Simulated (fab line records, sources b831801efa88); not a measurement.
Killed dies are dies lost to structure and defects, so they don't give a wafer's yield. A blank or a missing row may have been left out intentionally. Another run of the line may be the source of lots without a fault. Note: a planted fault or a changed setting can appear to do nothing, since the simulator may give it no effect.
fab line records + flow sky130
[record]
- lots = 15
- wafers = 45
- lastDay = 52
route steps=708 shown VT_ADJUST_PCH@150 POLY_CUT@315 RES_XHIGH@336 LOCAL_INTERCONNECT@398
lots with no fault: from the same line, run without faults
startH: start of the lot's first displayed wafer, in hours after the record's first day + waitH: how many hours have passed since the lot's step before this one + " as in the row above + L1.1+2: a single row standing in for several wafers + - either no value or no given start + * or withheld: withheld + < > ~ a bound
route shown NAME@n: NAME is a module with steps in the file, n the number in the route of the first one + usual: the fault-free wafers' mean and standard deviation + same: alike in all rows + chamber/n: place in a boat + sites: each site's reading + _std_site: how widely they spread, as a standard deviation + _edge_site: the outer-site mean with the inner-site mean subtracted + radiusMm: for every site, how far away it sits from the centre of the wafer + mask NAME#n: copy n + behind: tool/chamber where the wafer was last shaped + hold: reason for holding the lot/hours on hold/outcome of the hold + device: the n, p or np transistor that did not switch + end of line: the tests these same wafers got at the end of their route + for a step that has no rows: nothing shown but its recipe + killed: dies that structure and defects cost at the first sort, which is not the same as the wafer's yield + map: a wafer's dies, marking killed ones x, the rest . and places with no die _
set.NAME: the setting that was run; set.NAME@STEP: the one run at that earlier step + model.NAME: the simulator's own value behind a step, which no gauge read
route steps across a sampled set of lots; one table per step, one row per wafer
services: the hour from which a tool's chamber was out of use, counted from the record's first day as startH (under 0 if before that day), plus the number of hours and why
[[steps]]
[step SKY_VT_ADJUST_PCH_OVL_MEAS_07]
[usual]
- VT_ADJUST_PCH_OVL = -0.6/1.4
| lot.wafer | tool       | chamber | startH | waitH | VT_ADJUST_PCH_OVL[nm] |
|-----------|------------|---------|--------|-------|-----------------------|
| L708.1    | overlay-02 | -       | 184.94 | -     | 1.1                   |
| L708.2    | "          | -       | "      | "     | 1.5                   |
| L708.3    | "          | -       | "      | "     | 0.0                   |
| L709.1    | overlay-02 | -       | 187.49 | -     | -2.0                  |
| L709.3    | "          | -       | "      | "     | -1.0                  |
| L709.6    | "          | -       | "      | "     | -1.8                  |
| L710.1    | overlay-01 | -       | 189.86 | -     | 0.7                   |
| L710.3    | "          | -       | "      | "     | 3.3                   |
| L710.6    | "          | -       | "      | "     | 3.4                   |
| L711.1    | overlay-01 | -       | 199.44 | -     | -0.4                  |
| L711.3    | "          | -       | "      | "     | -2.2                  |
| L711.4    | "          | -       | "      | "     | -1.8                  |
| L712.2    | overlay-02 | -       | 209.11 | -     | -0.6                  |
| L712.4    | "          | -       | "      | "     | 1.0                   |
| L712.5    | "          | -       | "      | "     | -0.7                  |
| L713.1    | overlay-02 | -       | 212.66 | -     | -1.8                  |
| L713.4    | "          | -       | "      | "     | -2.4                  |
| L713.5    | "          | -       | "      | "     | -1.7                  |
| L714.1    | overlay-02 | -       | 218.26 | -     | -1.2                  |
| L714.2    | "          | -       | "      | "     | -1.7                  |
| L714.6    | "          | -       | "      | "     | -1.4                  |
| L715.2    | overlay-02 | -       | 224.26 | -     | 2.1                   |
| L715.4    | "          | -       | "      | "     | 0.0                   |
| L715.6    | "          | -       | "      | "     | 0.5                   |
| L716.2    | overlay-01 | -       | 230.17 | -     | 1.0                   |
| L716.3    | "          | -       | "      | "     | 0.2                   |
| L716.4    | "          | -       | "      | "     | 0.8                   |
| L717.2    | overlay-01 | -       | 233.56 | -     | 1.0                   |
| L717.4    | "          | -       | "      | "     | 0.5                   |
| L717.5    | "          | -       | "      | "     | -1.4                  |
| L719.1    | overlay-01 | -       | 245.66 | -     | -0.4                  |
| L719.2    | "          | -       | "      | "     | -1.0                  |
| L719.4    | "          | -       | "      | "     | -0.4                  |
| L720.2    | overlay-01 | -       | 248.79 | -     | 0.1                   |
| L720.4    | "          | -       | "      | "     | 0.1                   |
| L720.5    | "          | -       | "      | "     | -2.2                  |
| L721.1    | overlay-01 | -       | 256.31 | -     | -1.6                  |
| L721.3    | "          | -       | "      | "     | -3.3                  |
| L721.4    | "          | -       | "      | "     | -2.1                  |
| L727.2    | overlay-02 | -       | 490.32 | -     | 0.3                   |
| L727.4    | "          | -       | "      | "     | 0.1                   |
| L727.6    | "          | -       | "      | "     | -1.7                  |
| L731.2    | overlay-01 | -       | 490.67 | -     | -1.8                  |
| L731.3    | "          | -       | "      | "     | -1.5                  |
| L731.5    | "          | -       | "      | "     | -2.3                  |
[step SKY_POLY_CUT_CD_MEAS_08]
[recipe]
- targetCdNm = 270
[usual]
- cdNm = 270.0/1.2
| lot.wafer | tool     | chamber | startH | waitH | cdNm  |
|-----------|----------|---------|--------|-------|-------|
| L708.1    | cdSem-02 | -       | 502.86 | -     | 268.1 |
| L708.2    | "        | -       | "      | "     | 270.0 |
| L708.3    | "        | -       | "      | "     | 269.1 |
| L709.1    | cdSem-01 | -       | 503.21 | -     | 267.5 |
| L709.3    | "        | -       | "      | "     | 268.5 |
| L709.6    | "        | -       | "      | "     | 269.1 |
| L710.1    | cdSem-02 | -       | 503.48 | -     | 272.4 |
| L710.3    | "        | -       | "      | "     | 271.7 |
| L710.6    | "        | -       | "      | "     | 270.5 |
| L711.1    | cdSem-01 | -       | 506.94 | -     | 268.6 |
| L711.3    | "        | -       | "      | "     | 268.2 |
| L711.4    | "        | -       | "      | "     | 267.9 |
| L712.2    | cdSem-02 | -       | 520.83 | -     | 270.3 |
| L712.4    | "        | -       | "      | "     | 269.8 |
| L712.5    | "        | -       | "      | "     | 270.9 |
| L714.1    | cdSem-01 | -       | 533.09 | -     | 270.7 |
| L714.2    | "        | -       | "      | "     | 271.8 |
| L714.6    | "        | -       | "      | "     | 270.0 |
| L713.1    | cdSem-02 | -       | 534.31 | -     | 269.4 |
| L713.4    | "        | -       | "      | "     | 270.4 |
| L713.5    | "        | -       | "      | "     | 269.5 |
| L715.2    | cdSem-02 | -       | 547.93 | -     | 269.8 |
| L715.4    | "        | -       | "      | "     | 270.3 |
| L715.6    | "        | -       | "      | "     | 268.8 |
| L716.2    | cdSem-02 | -       | 557.96 | -     | 270.4 |
| L716.3    | "        | -       | "      | "     | 270.5 |
| L716.4    | "        | -       | "      | "     | 269.7 |
| L717.2    | cdSem-02 | -       | 561.30 | -     | 272.4 |
| L717.4    | "        | -       | "      | "     | 271.2 |
| L717.5    | "        | -       | "      | "     | 270.3 |
| L719.1    | cdSem-02 | -       | 566.84 | -     | 269.6 |
| L719.2    | "        | -       | "      | "     | 270.9 |
| L719.4    | "        | -       | "      | "     | 270.6 |
| L720.2    | cdSem-02 | -       | 576.43 | -     | 269.5 |
| L720.4    | "        | -       | "      | "     | 270.2 |
| L720.5    | "        | -       | "      | "     | 269.5 |
| L721.1    | cdSem-01 | -       | 582.48 | -     | 269.7 |
| L721.3    | "        | -       | "      | "     | 269.7 |
| L721.4    | "        | -       | "      | "     | 269.3 |
| L727.2    | cdSem-01 | -       | 820.96 | -     | 270.9 |
| L727.4    | "        | -       | "      | "     | 270.0 |
| L727.6    | "        | -       | "      | "     | 270.2 |
| L731.2    | cdSem-02 | -       | 824.31 | -     | 269.7 |
| L731.3    | "        | -       | "      | "     | 270.4 |
| L731.5    | "        | -       | "      | "     | 270.2 |
[step SKY_RES_XHIGH_EXPOSE_04]
[recipe]
- maskId = URPM
- na = 0.6
- sourceShape = conventional
- sigmaOuter = 0.6
- polarization = unpolarized
- targetCdNm = 1270
- doseMj = 140
[usual]
- exposureDoseMJCm2 = 140.00/0.15
- focusOffsetNm = 0.0/0.55
| lot.wafer | tool            | chamber | startH | waitH | mask   | exposureDoseMJCm2 | focusOffsetNm |
|-----------|-----------------|---------|--------|-------|--------|-------------------|---------------|
| L708.1    | ilineStepper-01 | 0       | 547.10 | -     | URPM#0 | 140.07            | 1.1           |
| L708.2    | "               | 0       | "      | "     | URPM#0 | 140.09            | 0.5           |
| L708.3    | "               | 0       | "      | "     | URPM#0 | 140.20            | 0.9           |
| L709.1    | ilineStepper-02 | 0       | 547.34 | -     | URPM#0 | 139.84            | -0.5          |
| L709.3    | "               | 0       | "      | "     | URPM#0 | 139.66            | 0.2           |
| L709.6    | "               | 0       | "      | "     | URPM#0 | 139.76            | 0.5           |
| L710.1    | ilineStepper-01 | 0       | 547.59 | -     | URPM#0 | 140.40            | -0.6          |
| L710.3    | "               | 0       | "      | "     | URPM#0 | 140.08            | -0.4          |
| L710.6    | "               | 0       | "      | "     | URPM#0 | 140.16            | -0.1          |
| L711.1    | ilineStepper-02 | 0       | 550.49 | -     | URPM#0 | 140.23            | -0.4          |
| L711.3    | "               | 0       | "      | "     | URPM#0 | 140.07            | 0.3           |
| L711.4    | "               | 0       | "      | "     | URPM#0 | 139.92            | -0.4          |
| L712.2    | ilineStepper-01 | 0       | 565.38 | -     | URPM#0 | 139.93            | 0.7           |
| L712.4    | "               | 0       | "      | "     | URPM#0 | 139.95            | 0.6           |
| L712.5    | "               | 0       | "      | "     | URPM#0 | 139.92            | 0.7           |
| L714.1    | ilineStepper-02 | 0       | 576.63 | -     | URPM#0 | 140.00            | -0.3          |
| L714.2    | "               | 0       | "      | "     | URPM#0 | 140.17            | 0.2           |
| L714.6    | "               | 0       | "      | "     | URPM#0 | 140.10            | 0.4           |
| L713.1    | ilineStepper-02 | 0       | 577.61 | -     | URPM#0 | 140.02            | -0.4          |
| L713.4    | "               | 0       | "      | "     | URPM#0 | 139.94            | -1.1          |
| L713.5    | "               | 0       | "      | "     | URPM#0 | 139.99            | -0.3          |
| L715.2    | ilineStepper-01 | 0       | 591.10 | -     | URPM#0 | 140.06            | 0.1           |
| L715.4    | "               | 0       | "      | "     | URPM#0 | 139.94            | -0.9          |
| L715.6    | "               | 0       | "      | "     | URPM#0 | 139.94            | -0.2          |
| L716.2    | ilineStepper-01 | 0       | 600.08 | -     | URPM#0 | 140.37            | -1.7          |
| L716.3    | "               | 0       | "      | "     | URPM#0 | 140.27            | -1.3          |
| L716.4    | "               | 0       | "      | "     | URPM#0 | 140.14            | 0.2           |
| L717.2    | ilineStepper-01 | -       | 603.48 | -     | URPM#0 | -                 | -             |
| L717.4    | "               | -       | "      | "     | URPM#0 | -                 | -             |
| L717.5    | "               | -       | "      | "     | URPM#0 | -                 | -             |
| L719.1    | ilineStepper-01 | -       | 610.03 | -     | URPM#0 | -                 | -             |
| L719.2    | "               | -       | "      | "     | URPM#0 | -                 | -             |
| L719.4    | "               | -       | "      | "     | URPM#0 | -                 | -             |
| L720.2    | ilineStepper-02 | -       | 618.66 | -     | URPM#0 | -                 | -             |
| L720.4    | "               | -       | "      | "     | URPM#0 | -                 | -             |
| L720.5    | "               | -       | "      | "     | URPM#0 | -                 | -             |
| L721.1    | ilineStepper-02 | 0       | 626.61 | -     | URPM#0 | 140.12            | 0.6           |
| L721.3    | "               | 0       | "      | "     | URPM#0 | 140.24            | 0.2           |
| L721.4    | "               | 0       | "      | "     | URPM#0 | 140.21            | -0.3          |
| L727.2    | ilineStepper-01 | 0       | 861.51 | -     | URPM#0 | 139.95            | 0.2           |
| L727.4    | "               | 0       | "      | "     | URPM#0 | 140.03            | -0.3          |
| L727.6    | "               | 0       | "      | "     | URPM#0 | 139.81            | -0.4          |
| L731.2    | ilineStepper-01 | 0       | 865.28 | -     | URPM#0 | 139.98            | 0.3           |
| L731.3    | "               | 0       | "      | "     | URPM#0 | 139.86            | 0.3           |
| L731.5    | "               | 0       | "      | "     | URPM#0 | 139.88            | 0.3           |
[step SKY_RES_XHIGH_TW_MEAS_09]
[usual]
- RES_XHIGH_TW = 1627/7.6
| lot.wafer | tool         | chamber | startH | waitH | RES_XHIGH_TW |
|-----------|--------------|---------|--------|-------|--------------|
| L708.1    | filmMetro-04 | -       | 561.96 | 0.1   | 1626         |
| L708.2    | "            | -       | "      | "     | 1633         |
| L708.3    | "            | -       | "      | "     | 1624         |
| L709.1    | filmMetro-01 | -       | 562.31 | 0.1   | 1636         |
| L709.3    | "            | -       | "      | "     | 1626         |
| L709.6    | "            | -       | "      | "     | 1634         |
| L710.1    | filmMetro-02 | -       | 562.61 | 0.1   | 1623         |
| L710.3    | "            | -       | "      | "     | 1636         |
| L710.6    | "            | -       | "      | "     | 1647         |
| L711.1    | filmMetro-02 | -       | 565.01 | 0.1   | 1631         |
| L711.3    | "            | -       | "      | "     | 1631         |
| L711.4    | "            | -       | "      | "     | 1635         |
| L712.2    | filmMetro-02 | -       | 579.07 | 0.1   | 1628         |
| L712.4    | "            | -       | "      | "     | 1626         |
| L712.5    | "            | -       | "      | "     | 1624         |
| L714.1    | filmMetro-02 | -       | 590.77 | 0.5   | 1623         |
| L714.2    | "            | -       | "      | "     | 1623         |
| L714.6    | "            | -       | "      | "     | 1618         |
| L713.1    | filmMetro-04 | -       | 592.37 | 0.1   | 1622         |
| L713.4    | "            | -       | "      | "     | 1631         |
| L713.5    | "            | -       | "      | "     | 1623         |
| L715.2    | filmMetro-04 | -       | 604.07 | 0.1   | 1633         |
| L715.4    | "            | -       | "      | "     | 1627         |
| L715.6    | "            | -       | "      | "     | 1634         |
| L716.2    | filmMetro-02 | -       | 614.22 | 0.1   | 1633         |
| L716.3    | "            | -       | "      | "     | 1630         |
| L716.4    | "            | -       | "      | "     | 1630         |
| L717.2    | filmMetro-04 | -       | 618.17 | 0.1   | 30           |
| L717.4    | "            | -       | "      | "     | 30           |
| L717.5    | "            | -       | "      | "     | 30           |
| L719.1    | filmMetro-01 | -       | 625.19 | 0.1   | 30           |
| L719.2    | "            | -       | "      | "     | 30           |
| L719.4    | "            | -       | "      | "     | 30           |
| L720.2    | filmMetro-01 | -       | 632.87 | 0.1   | 30           |
| L720.4    | "            | -       | "      | "     | 30           |
| L720.5    | "            | -       | "      | "     | 30           |
| L721.1    | filmMetro-04 | -       | 640.86 | 0.1   | 1627         |
| L721.3    | "            | -       | "      | "     | 1620         |
| L721.4    | "            | -       | "      | "     | 1617         |
| L727.2    | filmMetro-02 | -       | 875.27 | 0.1   | 1631         |
| L727.4    | "            | -       | "      | "     | 1633         |
| L727.6    | "            | -       | "      | "     | 1630         |
| L731.2    | filmMetro-02 | -       | 878.52 | 0.1   | 1634         |
| L731.3    | "            | -       | "      | "     | 1640         |
| L731.5    | "            | -       | "      | "     | 1634         |
[step SKY_LOCAL_INTERCONNECT_CD_MEAS_11]
[recipe]
- targetCdNm = 170
[usual]
- cdNm = 169.6/1.7
| lot.wafer | tool     | chamber | startH | waitH | cdNm  |
|-----------|----------|---------|--------|-------|-------|
| L708.1    | cdSem-02 | -       | 651.41 | -     | 170.7 |
| L708.2    | "        | -       | "      | "     | 170.5 |
| L708.3    | "        | -       | "      | "     | 170.2 |
| L709.1    | cdSem-01 | -       | 652.78 | -     | 168.8 |
| L709.3    | "        | -       | "      | "     | 170.0 |
| L709.6    | "        | -       | "      | "     | 169.6 |
| L710.1    | cdSem-02 | -       | 653.73 | -     | 168.0 |
| L710.3    | "        | -       | "      | "     | 167.8 |
| L710.6    | "        | -       | "      | "     | 168.0 |
| L711.1    | cdSem-02 | -       | 654.98 | -     | 170.7 |
| L711.3    | "        | -       | "      | "     | 169.2 |
| L711.4    | "        | -       | "      | "     | 169.3 |
| L712.2    | cdSem-02 | -       | 669.53 | -     | 171.5 |
| L712.4    | "        | -       | "      | "     | 171.7 |
| L712.5    | "        | -       | "      | "     | 172.0 |
| L714.1    | cdSem-01 | -       | 677.96 | -     | 168.3 |
| L714.2    | "        | -       | "      | "     | 169.7 |
| L714.6    | "        | -       | "      | "     | 168.7 |
| L713.1    | cdSem-02 | -       | 680.51 | -     | 166.8 |
| L713.4    | "        | -       | "      | "     | 165.2 |
| L713.5    | "        | -       | "      | "     | 166.6 |
| L715.2    | cdSem-02 | -       | 693.43 | -     | 170.3 |
| L715.4    | "        | -       | "      | "     | 170.6 |
| L715.6    | "        | -       | "      | "     | 170.8 |
| L716.2    | cdSem-01 | -       | 702.76 | -     | 165.7 |
| L716.3    | "        | -       | "      | "     | 166.9 |
| L716.4    | "        | -       | "      | "     | 167.2 |
| L717.2    | cdSem-01 | -       | 706.33 | -     | 170.1 |
| L717.4    | "        | -       | "      | "     | 169.6 |
| L717.5    | "        | -       | "      | "     | 170.2 |
| L719.1    | cdSem-01 | -       | 714.91 | -     | 170.2 |
| L719.2    | "        | -       | "      | "     | 170.0 |
| L719.4    | "        | -       | "      | "     | 170.0 |
| L720.2    | cdSem-01 | -       | 723.33 | -     | 168.6 |
| L720.4    | "        | -       | "      | "     | 169.6 |
| L720.5    | "        | -       | "      | "     | 169.8 |
| L721.1    | cdSem-02 | -       | 730.59 | -     | 166.6 |
| L721.3    | "        | -       | "      | "     | 166.6 |
| L721.4    | "        | -       | "      | "     | 166.2 |
| L727.2    | cdSem-02 | -       | 956.43 | -     | 172.6 |
| L727.4    | "        | -       | "      | "     | 171.3 |
| L727.6    | "        | -       | "      | "     | 170.5 |
| L731.2    | cdSem-01 | -       | 960.06 | -     | 171.6 |
| L731.3    | "        | -       | "      | "     | 170.5 |
| L731.5    | "        | -       | "      | "     | 171.8 |
[[services]]
| tool            | chamber | startH | hours | kind                   |
|-----------------|---------|--------|-------|------------------------|
| ilineStepper-01 | -       | 525.39 | 4.3   | pm                     |
| ilineStepper-02 | -       | 539.87 | 2.1   | pm                     |
| ilineStepper-02 | -       | 541.96 | -     | consumableReplace:lamp |
| ilineStepper-01 | -       | 589.28 | 0.6   | repair                 |
| ilineStepper-02 | -       | 606.25 | 6.8   | repair                 |
| ilineStepper-01 | -       | 613.07 | 1.7   | pm                     |
| ilineStepper-02 | 0       | 619.56 | -     | calibration            |
| ilineStepper-02 | -       | 681.62 | 1.7   | pm                     |
| ilineStepper-01 | 0       | 683.15 | -     | calibration            |
| ilineStepper-02 | -       | 823.35 | 3.7   | repair                 |
| ilineStepper-02 | 0       | 830.31 | -     | calibration            |
| ilineStepper-01 | -       | 831.25 | 1.7   | pm                     |
| ilineStepper-02 | -       | 856.85 | 4.4   | pm                     |
[[key]]
[firstSign]
- step = SKY_RES_XHIGH_EXPOSE_04
- reading = toolRecord
- direction = missing
[effect]
- step = SKY_RES_XHIGH_TW_MEAS_09
- reading = RES_XHIGH_TW
- direction = down
- sigmas = 99+
- usual = 1627
- struck = 30
metAt SKY_RES_XHIGH_EXPOSE_04
struckLots L717,L719,L720
sortLeftOut L717.2,L717.4,L717.5,L719.1,L719.2,L719.4,L720.2,L720.4,L720.5
testerLeftOut L717,L719,L720
notActingAt SKY_VT_ADJUST_PCH_OVL_MEAS_07,SKY_POLY_CUT_CD_MEAS_08,SKY_LOCAL_INTERCONNECT_CD_MEAS_11
onsetBetween 600.08 603.48
[fault]
- kind = skippedStepWhole
- tool = ilineStepper-01,ilineStepper-02
- chamber = -
- onsetH = 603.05
- steps = SKY_RES_XHIGH_EXPOSE_04
- scope = struckLotsOnly
// testerLeftOut: of these lots the tester's yield and bins aren't shown, on N5 and GAA mostly nor the transistor test; their killed dies are dies lost to structure and defects alone, not to doping, threshold or leakage, so they don't give the yield
// sortLeftOut: the simulated sort isn't trusted on such a fault, so these wafers' sort isn't shown, and their yield isn't known
